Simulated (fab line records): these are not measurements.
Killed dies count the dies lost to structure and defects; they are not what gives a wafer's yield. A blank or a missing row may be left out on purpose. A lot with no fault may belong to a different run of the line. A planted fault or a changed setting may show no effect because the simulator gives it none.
fab line records ; flow sky130
record: lots: 7; wafers: 21; last_day: 51
route steps=708 shown LDD_HVP@287 LDD_LDN@289
lots that met no fault: taken from a fault-free run of the same line
start_h: the number of hours between the record's first day and the start of the first shown wafer of the lot ; wait_h: hours since the lot's step before ; " unchanged from the row above ; L1.1+2: a single row standing in for several wafers ; - value missing, or start not given ; * or withheld: withheld ; < > ~ a bound
route shown NAME@n: NAME is a module with steps in the file, n the number in the route of the first one ; usual: the fault-free wafers' mean and standard deviation ; same: alike in all rows ; chamber/n: place in a boat ; sites: each site's reading ; _std_site: how widely they spread, as a standard deviation ; _edge_site: the outer-site mean with the inner-site mean subtracted ; radius_mm: for every site, how far away it sits from the centre of the wafer ; mask NAME#n: copy n ; behind: the most recent tool/chamber to have shaped the wafer ; hold: the reason the lot was held/the length of the hold in hours/how it ended ; device: whichever transistor did not switch (one of n, p or np) ; end of line: the tests these same wafers got at the end of their route ; a step without rows: its recipe alone ; killed: dies lost to structure and defects at the first sort, not the wafer's yield ; map: the dies of a wafer, with x for killed, . for not killed, _ for no die there
set.NAME: the setting as run; set.NAME@STEP: as run at that earlier step ; model.NAME: the simulator's own value behind a step, which no gauge read
a table for each step, a row for each wafer; lots at some steps of the route
services: the hour from which a tool's chamber was out of use, counted from the record's first day as start_h (under 0 if before that day), plus the number of hours and why
== steps ==
step: SKY_LDD_HVP_STRIP_09
recipe: chemistry: O2/N2; power_w: 1400; pressure_mtorr: 1500; platen_temp_c: withheld; o2_flow_sccm: 3000; n2_flow_sccm: 300; overash_fraction: 0.5
usual: drypump_motor_current_A: 5.5/0.47; oes_product_au: 0.408/0.0046; strip_time_to_endpoint_s: 4.127/0.013
lot.wafer;tool;chamber;start_h;wait_h;drypump_motor_current_A;oes_product_au;rf_hours_counter_h;strip_time_to_endpoint_s
L644.1;plasma_asher-02;0;558.59;0.1;5.1;0.414;43;4.136
L644.4;plasma_asher-02;1;558.59;0.1;5.6;0.405;-;4.116
L644.5;plasma_asher-02;1;558.59;0.1;5.6;0.408;-;4.140
L647.1;plasma_asher-04;1;588.97;0.1;4.9;0.410;16;4.130
L647.5;plasma_asher-04;0;588.97;0.1;5.2;0.404;-;4.136
L647.6;plasma_asher-04;1;588.97;0.1;4.9;0.414;-;4.136
L648.1;plasma_asher-03;0;599.19;0.1;6.3;0.418;88;4.148
L648.2;plasma_asher-03;1;599.19;0.1;5.8;0.403;88;4.148
L648.5;plasma_asher-03;1;599.19;0.1;5.8;0.405;-;4.131
L650.3;plasma_asher-03;1;607.67;0.1;5.8;0.405;-;4.147
L650.4;plasma_asher-03;0;607.67;0.1;6.3;0.401;-;4.108
L650.5;plasma_asher-03;0;607.67;0.1;6.3;0.408;-;4.127
L651.3;plasma_asher-02;0;630.97;0.1;5.0;0.407;-;4.126
L651.5;plasma_asher-02;1;630.97;0.1;5.6;0.401;-;4.127
L651.6;plasma_asher-02;0;630.97;0.1;5.1;0.398;-;4.128
L654.1;plasma_asher-04;0;659.07;0.1;5.2;0.412;21;4.160
L654.3;plasma_asher-04;1;659.07;0.1;4.9;0.416;-;4.138
L654.6;plasma_asher-04;0;659.07;0.1;5.2;0.411;-;4.124
L659.1;plasma_asher-04;1;696.07;0.1;4.9;0.404;25;4.137
L659.2;plasma_asher-04;0;696.07;0.1;5.2;0.416;25;4.145
L659.3;plasma_asher-04;1;696.07;0.1;4.9;0.411;-;4.147
step: SKY_LDD_HVP_TW_MEAS_10
usual: LDD_HVP_TW: 457/3.1
lot.wafer;tool;chamber;start_h;wait_h;LDD_HVP_TW
L644.1;film_metro-03;-;558.69;0.1;460
L644.4;film_metro-03;-;558.69;0.1;460
L644.5;film_metro-03;-;558.69;0.1;457
L647.1;film_metro-04;-;589.07;0.1;457
L647.5;film_metro-04;-;589.07;0.1;459
L647.6;film_metro-04;-;589.07;0.1;459
L648.1;film_metro-04;-;599.29;0.1;458
L648.2;film_metro-04;-;599.29;0.1;459
L648.5;film_metro-04;-;599.29;0.1;458
L650.3;film_metro-03;-;607.76;0.1;453
L650.4;film_metro-03;-;607.76;0.1;452
L650.5;film_metro-03;-;607.76;0.1;453
L651.3;film_metro-03;-;631.06;0.1;454
L651.5;film_metro-03;-;631.06;0.1;451
L651.6;film_metro-03;-;631.06;0.1;452
L654.1;film_metro-04;-;659.17;0.1;458
L654.3;film_metro-04;-;659.17;0.1;462
L654.6;film_metro-04;-;659.17;0.1;460
L659.1;film_metro-04;-;696.17;0.1;456
L659.2;film_metro-04;-;696.17;0.1;458
L659.3;film_metro-04;-;696.17;0.1;456
step: SKY_LDD_LDN_DEHYDRATE_00
recipe: temp_c: 200; time_s: 60
step: SKY_LDD_LDN_HMDS_01
recipe: prime_time_s: 60; prime_temp_c: 120
step: SKY_LDD_LDN_COAT_02
recipe: resist: NOVOLAK; spin_rpm: 3000; resist_thk_nm: 1140
step: SKY_LDD_LDN_SOFTBAKE_03
recipe: temp_c: 90; time_s: 60; resist: NOVOLAK
step: SKY_LDD_LDN_EXPOSE_04
recipe: mask_id: LDNTM; na: 0.6; source_shape: conventional; sigma_outer: 0.6; polarization: unpolarized; target_cd_nm: 700; dose_mj: 140
step: SKY_LDD_LDN_PEB_05
recipe: temp_c: withheld; time_s: *; resist: NOVOLAK
step: SKY_LDD_LDN_DEVELOP_06
recipe: resist: NOVOLAK; developer: TMAH; develop_time_s: 60; dev_temp_c: 23
step: SKY_LDD_LDN_OVL_MEAS_07
usual: LDD_LDN_OVL: 0.3/1.2
lot.wafer;tool;chamber;start_h;wait_h;LDD_LDN_OVL[nm]
L644.1;overlay-02;-;588.48;0.1;0.8
L644.4;overlay-02;-;588.48;0.1;1.6
L644.5;overlay-02;-;588.48;0.1;-0.1
L647.1;overlay-02;-;618.15;0.1;2.0
L647.5;overlay-02;-;618.15;0.1;1.9
L647.6;overlay-02;-;618.15;0.1;1.6
L648.1;overlay-01;-;628.55;0.1;-0.5
L648.2;overlay-01;-;628.55;0.1;-0.2
L648.5;overlay-01;-;628.55;0.1;-1.0
L650.3;overlay-02;-;636.31;0.1;0.3
L650.4;overlay-02;-;636.31;0.1;1.3
L650.5;overlay-02;-;636.31;0.1;0.1
L651.3;overlay-02;-;660.45;0.1;1.0
L651.5;overlay-02;-;660.45;0.1;-1.8
L651.6;overlay-02;-;660.45;0.1;-0.2
L654.1;overlay-02;-;687.33;0.1;0.4
L654.3;overlay-02;-;687.33;0.1;1.9
L654.6;overlay-02;-;687.33;0.1;0.4
L659.1;overlay-02;-;724.33;0.1;-1.8
L659.2;overlay-02;-;724.33;0.1;0.2
L659.3;overlay-02;-;724.33;0.1;0.3
step: SKY_LDD_LDN_IMPLANT_08
recipe: species: As; energy_kev: 15; dose_cm2: 1.25e+13; tilt_deg: withheld; rotation_deg: 23
step: SKY_LDD_LDN_IMPLANT_09
recipe: species: As; energy_kev: 15; dose_cm2: 1.25e+13; tilt_deg: withheld; rotation_deg: 113
step: SKY_LDD_LDN_IMPLANT_10
recipe: species: As; energy_kev: 15; dose_cm2: 1.25e+13; tilt_deg: withheld; rotation_deg: 203
usual: beam_energy_keV: 15.000/0.0042; beam_on_s: 10.01/0.19
lot.wafer;tool;chamber;start_h;wait_h;beam_energy_keV;beam_on_s
L644.1;implanter-03;0;588.82;0.1;15.001;10.09
L644.4;implanter-03;0;588.82;0.1;15.009;9.90
L644.5;implanter-03;0;588.82;0.1;15.004;9.57
L647.1;implanter-01;0;618.49;0.1;14.999;10.05
L647.5;implanter-01;0;618.49;0.1;14.993;10.22
L647.6;implanter-01;0;618.49;0.1;15.003;10.17
L648.1;implanter-01;-;628.89;0.1;-;-
L648.2;implanter-01;-;628.89;0.1;-;-
L648.5;implanter-01;-;628.89;0.1;-;-
L650.3;implanter-01;-;636.69;0.1;-;-
L650.4;implanter-01;-;636.69;0.1;-;-
L650.5;implanter-01;-;636.69;0.1;-;-
L651.3;implanter-01;-;660.82;0.1;-;-
L651.5;implanter-01;-;660.82;0.1;-;-
L651.6;implanter-01;-;660.82;0.1;-;-
L654.1;implanter-02;0;687.66;0.1;15.003;9.72
L654.3;implanter-02;0;687.66;0.1;15.001;9.92
L654.6;implanter-02;0;687.66;0.1;15.010;9.87
L659.1;implanter-01;0;724.66;0.1;15.004;9.89
L659.2;implanter-01;0;724.66;0.1;14.996;9.92
L659.3;implanter-01;0;724.66;0.1;14.999;9.91
step: SKY_LDD_LDN_IMPLANT_11
recipe: species: As; energy_kev: 15; dose_cm2: 1.25e+13; tilt_deg: withheld; rotation_deg: 293
step: SKY_LDD_LDN_STRIP_12
recipe: chemistry: O2/N2; power_w: 1400; pressure_mtorr: 1500; platen_temp_c: withheld; o2_flow_sccm: 3000; n2_flow_sccm: 300; overash_fraction: 0.5
usual: drypump_motor_current_A: 5.2/0.34; oes_product_au: 0.715/0.005; strip_time_to_endpoint_s: 14.19/0.041
lot.wafer;tool;chamber;start_h;wait_h;drypump_motor_current_A;oes_product_au;rf_hours_counter_h;strip_time_to_endpoint_s
L644.1;plasma_asher-02;0;589.12;0.1;5.1;0.721;47;14.20
L644.4;plasma_asher-02;1;589.12;0.1;5.6;0.718;-;14.21
L644.5;plasma_asher-02;0;589.12;0.1;5.1;0.711;-;14.19
L647.1;plasma_asher-04;0;618.79;0.1;5.2;0.715;19;14.16
L647.5;plasma_asher-04;0;618.79;0.1;5.2;0.713;-;14.16
L647.6;plasma_asher-04;1;618.79;0.1;4.9;0.722;-;14.17
L648.1;plasma_asher-02;0;629.19;0.1;5.1;0.716;51;14.15
L648.2;plasma_asher-02;1;629.19;0.1;5.6;0.710;51;14.16
L648.5;plasma_asher-02;1;629.19;0.1;5.6;0.716;-;14.17
L650.3;plasma_asher-01;0;636.97;0.1;5.7;0.717;-;14.19
L650.4;plasma_asher-01;1;636.97;0.1;4.8;0.714;-;14.18
L650.5;plasma_asher-01;1;636.97;0.1;4.8;0.715;-;14.18
L651.3;plasma_asher-01;0;661.10;0.1;5.7;0.720;-;14.19
L651.5;plasma_asher-01;1;661.10;0.1;4.8;0.716;-;14.17
L651.6;plasma_asher-01;0;661.10;0.1;5.7;0.713;-;14.18
L654.1;plasma_asher-02;1;687.96;0.1;5.6;0.705;57;14.20
L654.3;plasma_asher-02;0;687.96;0.1;5.1;0.710;-;14.17
L654.6;plasma_asher-02;0;687.96;0.1;5.1;0.729;-;14.18
L659.1;plasma_asher-01;1;724.96;0.1;4.8;0.714;91;14.24
L659.2;plasma_asher-01;0;724.96;0.1;5.7;0.710;91;14.24
L659.3;plasma_asher-01;0;724.96;0.1;5.7;0.709;-;14.26
step: SKY_LDD_LDN_TW_MEAS_13
usual: LDD_LDN_TW: 1470/10
lot.wafer;tool;chamber;start_h;wait_h;LDD_LDN_TW
L644.1;film_metro-02;-;589.22;0.1;1473
L644.4;film_metro-02;-;589.22;0.1;1474
L644.5;film_metro-02;-;589.22;0.1;1473
L647.1;film_metro-02;-;618.89;0.1;1458
L647.5;film_metro-02;-;618.89;0.1;1455
L647.6;film_metro-02;-;618.89;0.1;1463
L648.1;film_metro-03;-;629.29;0.1;1348
L648.2;film_metro-03;-;629.29;0.1;1336
L648.5;film_metro-03;-;629.29;0.1;1344
L650.3;film_metro-01;-;637.06;0.1;1351
L650.4;film_metro-01;-;637.06;0.1;1353
L650.5;film_metro-01;-;637.06;0.1;1360
L651.3;film_metro-03;-;661.19;0.1;1336
L651.5;film_metro-03;-;661.19;0.1;1333
L651.6;film_metro-03;-;661.19;0.1;1329
L654.1;film_metro-03;-;688.06;0.1;1469
L654.3;film_metro-03;-;688.06;0.1;1471
L654.6;film_metro-03;-;688.06;0.1;1476
L659.1;film_metro-01;-;725.06;0.1;1473
L659.2;film_metro-01;-;725.06;0.1;1472
L659.3;film_metro-01;-;725.06;0.1;1483
step: SKY_LDD_LDN_CLEAN_14
recipe: chemistry: SC1/SC2; mix: 1:4:20; temp_c: 70; time_s: 150; dry: n2_spin
== services ==
tool;chamber;start_h;hours;kind
plasma_asher-03;-;536.17;4.3;pm
implanter-01;-;538.22;4.4;repair
implanter-01;-;538.66;2.7;repair
plasma_asher-01;-;539.71;0.5;repair
plasma_asher-04;-;555.30;6.8;repair
implanter-03;-;557.31;3.7;repair
implanter-01;-;603.27;0.6;repair
implanter-02;-;613.61;4.6;repair
implanter-03;-;624.95;20.4;repair
implanter-01;-;633.07;1.6;repair
plasma_asher-04;-;636.08;14.6;pm
implanter-01;-;673.34;3.9;repair
implanter-01;-;677.51;3.4;pm
plasma_asher-04;-;681.00;2.8;pm
implanter-03;-;683.75;0.6;repair
plasma_asher-03;-;693.75;2.8;repair
plasma_asher-02;-;712.92;1.5;repair
== key ==
first_sign: step: SKY_LDD_LDN_IMPLANT_10; reading: tool_record; direction: missing
effect: step: SKY_LDD_LDN_TW_MEAS_13; reading: LDD_LDN_TW; direction: down; sigmas: 12; usual: 1470; struck: 1343
met_at SKY_LDD_LDN_IMPLANT_10
struck_wafers L648.1,L648.2,L648.5,L650.3,L650.4,L650.5,L651.3,L651.5,L651.6
later_rows_left_out L648.1,L648.2,L648.5,L650.3,L650.4,L650.5,L651.3,L651.5,L651.6
sort_left_out L648.1,L648.2,L648.5,L650.3,L650.4,L650.5,L651.3,L651.5,L651.6
tester_left_out L648,L650,L651
onset_between 618.49 628.89
fault: kind: skipped_step_whole; tool: implanter-01; chamber: -; onset_h: 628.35; steps: SKY_LDD_LDN_IMPLANT_10; scope: struck_lots_only
tester_left_out: of these lots the tester's yield and bins aren't shown, on N5 and GAA mostly nor the transistor test; their killed dies are dies lost to structure and defects alone, not to doping, threshold or leakage, so they don't give the yield
sort_left_out: the simulated sort isn't trusted on such a fault, so these wafers' sort isn't shown, and their yield isn't known
later_rows_left_out: the simulator's readings of these wafers behind a module that went badly wrong aren't trusted and aren't shown, but for the sort
